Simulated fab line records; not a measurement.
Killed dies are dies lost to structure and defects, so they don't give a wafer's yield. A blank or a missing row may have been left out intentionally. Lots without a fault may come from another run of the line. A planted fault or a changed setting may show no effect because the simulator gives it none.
One fault seen from 2 desks -- flow gf180mcu -- numbers are kept per desk, each desk with only its own; the story behind them comes last

## THE METROLOGY DESK
What the gauges read, lot by lot, whatever tool the lot ran on: means of the sampled wafers that have a number. If a lot's mean is further than 4 standard deviations from the usual mean, the lot is out of limits and carries the mark OUT (the distance appears in the brackets).
Columns: A = HV_LDD_3_TW at GF_HV_LDD_TW_MEAS_38, usual 1449; B = HV_LDD_03_OVL at GF_HV_LDD_OVL_MEAS_47, usual 0.0 nm; C = HV_LDD_RS at GF_HV_LDD_RS_MEAS_53, usual 417.8 ohm/sq; D = NSD_OVL at GF_NSD_OVL_MEAS_08, usual 0.1 nm; E = PSD_TW at GF_PSD_TW_MEAS_11, usual 3213
lot,first seen here,A,B,C,D,E
L558,day 12 01:37,1452,-1.5,417.8,1.2,3208
L559,day 12 07:07,1436,0.6,418.8,-1.2,3191
L561,day 12 17:26,1438,-1.4,418.4,0.4,3208
L564,day 13 19:37,1441,-0.3,417.4,-1.0,3206
L565,day 14 02:38,1456,1.9,418.3,-0.3,3211
L566,day 14 10:12,1451,-0.7,418.4,-1.3,3208
L568,day 15 00:58,1464,-0.3,418.4,0.5,3182
L569,day 15 07:25,1450,-1.3,416.2,-0.5,3229
L572,day 16 08:19,1340 (-9.9) OUT,1.8,437.0 (+19) OUT,-1.1,3226
L573,day 16 18:51,1342 (-9.7) OUT,0.9,436.4 (+19) OUT,-0.8,3198
L576,day 17 20:29,1440,-0.5,419.5,-0.8,3209
L578,day 18 10:01,1455,0.1,417.4,1.9,3241
L580,day 18 23:00,1436,0.3,418.1,-1.7,3243
Finding of this desk: L572, L573 out of limits, first seen on L572 at day 16 08:19 (HV_LDD_3_TW at GF_HV_LDD_TW_MEAS_38). Within limits: L558, L559, L561, L564, L565, L566, L568, L569, L576, L578, L580.

## TOOL OWNER'S DESK, implanter-04
The tool's own readings at GF_HV_LDD_IMPLANT_35: means of the sampled wafers that have a number, for each lot that ran on this tool. If a lot's mean is further than 4 standard deviations from the usual mean, the lot is out of limits and carries the mark OUT (the distance appears in the brackets).
Columns: A = beam on s at GF_HV_LDD_IMPLANT_35, usual 10.03 s; B = dose ions cm2 at GF_HV_LDD_IMPLANT_35, usual 7.501e+12; C = faraday current uA at GF_HV_LDD_IMPLANT_35, usual 42.2
lot,first seen here,A,B,C
L558,day 12 01:14,10.11,7.502e+12,42.0
L564,day 13 19:13,10.27,7.500e+12,41.0
L565,day 14 02:17,10.10,7.499e+12,41.9
L568,day 15 00:34,10.12,7.501e+12,41.8
L569,day 15 07:01,10.01,7.495e+12,42.3
L572,day 16 07:39,9.91,7.540e+11 (-99 or more) OUT,4.3 (-46) OUT
L573,day 16 18:09,10.01,7.460e+11 (-99 or more) OUT,4.2 (-46) OUT
This desk's finding: out of limits on L572, L573; first on L572, day 16 07:39 (dose ions cm2 at GF_HV_LDD_IMPLANT_35). Within limits: L558, L564, L565, L568, L569.

## ALL TOGETHER
The tool owner's desk could have raised an alarm at day 16 07:39, on L572, L573.
On L572, L573, the metrology desk was in a position to raise an alarm at day 16 08:19.
Every lot named ran GF_HV_LDD_IMPLANT_35 on implanter-04.

## WHAT THE SIMULATOR PUT IN
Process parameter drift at GF_HV_LDD_IMPLANT_35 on implanter-04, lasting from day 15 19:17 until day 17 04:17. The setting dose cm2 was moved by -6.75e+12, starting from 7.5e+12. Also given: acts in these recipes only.
Lots struck among those shown: L572, L573.
Hours from the fault's start to each desk's first reading out of limits: the tool owner's desk, 12; the metrology desk, 13.
